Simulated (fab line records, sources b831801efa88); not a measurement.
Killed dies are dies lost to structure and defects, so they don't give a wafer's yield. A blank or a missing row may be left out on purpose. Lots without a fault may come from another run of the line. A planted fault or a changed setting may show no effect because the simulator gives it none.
Chamber matching | flow sky130 | SKY_VIA1_ETCH_15 on rie_diel-01: 4 sister chambers
The step etches SiO2 in C4F8/O2/Ar, stops on TiN, target depth 351 nm, time 54 s. 8 wafers are shown with their chamber, then 8 later ones without.

WAFERS WITH THEIR CHAMBER
wafer  | chamber | run_length_s (s) | rf_fwd_power_W (W)
L409.4 | 0       | 82.4             | 1482
L410.6 | 2       | 82.1             | 1488
L412.4 | 3       | 82.5             | 1486
L412.6 | 0       | 82.1             | 1477
L413.3 | 3       | 82.3             | 1487
L413.4 | 2       | 82.5             | 1485
L413.6 | 1       | 81.6             | 1492
L414.3 | 1       | 81.8             | 1493

WAFERS WITHOUT THEIR CHAMBER
wafer  | run_length_s (s) | rf_fwd_power_W (W)
L414.5 | 82.1             | 1495
L414.6 | 82.1             | 1500
L415.3 | 81.5             | 1492
L415.5 | 82.4             | 1486
L415.6 | 81.8             | 1481
L416.1 | 82.6             | 1484
L416.2 | 82.2             | 1479
L416.3 | 82.2             | 1486

WHICH CHAMBER EACH WENT THROUGH
wafer  | from the rows above          | in truth
L414.5 | can't be placed: 1 or 2 or 3 | 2
L414.6 | 1                            | 1
L415.3 | 1                            | 1
L415.5 | can't be placed: 3 or 2      | 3
L415.6 | can't be placed: 0 or 2 or 3 | 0
L416.1 | can't be placed: 3 or 2 or 0 | 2
L416.2 | 0                            | 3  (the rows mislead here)
L416.3 | can't be placed: 2 or 3      | 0
Placed correctly: 2 of 8. Can't be placed from these rows: 5 (the true chamber is among the candidates in 4). Placed wrongly: 1.
How it was worked out, from the rows above alone: a wafer's distance from a chamber is the root of the sum, over the readings, of the square of ((its reading less the chamber's mean) divided by the reading's scatter). The wafer belongs to the nearest chamber; if the next one is less than 2 further off, it can't be placed. A chamber's mean is the mean of its shown wafers. The scatter: the root of (the sum of the squares of (reading less its chamber's mean) over the shown wafers, divided by (wafers less chambers)).
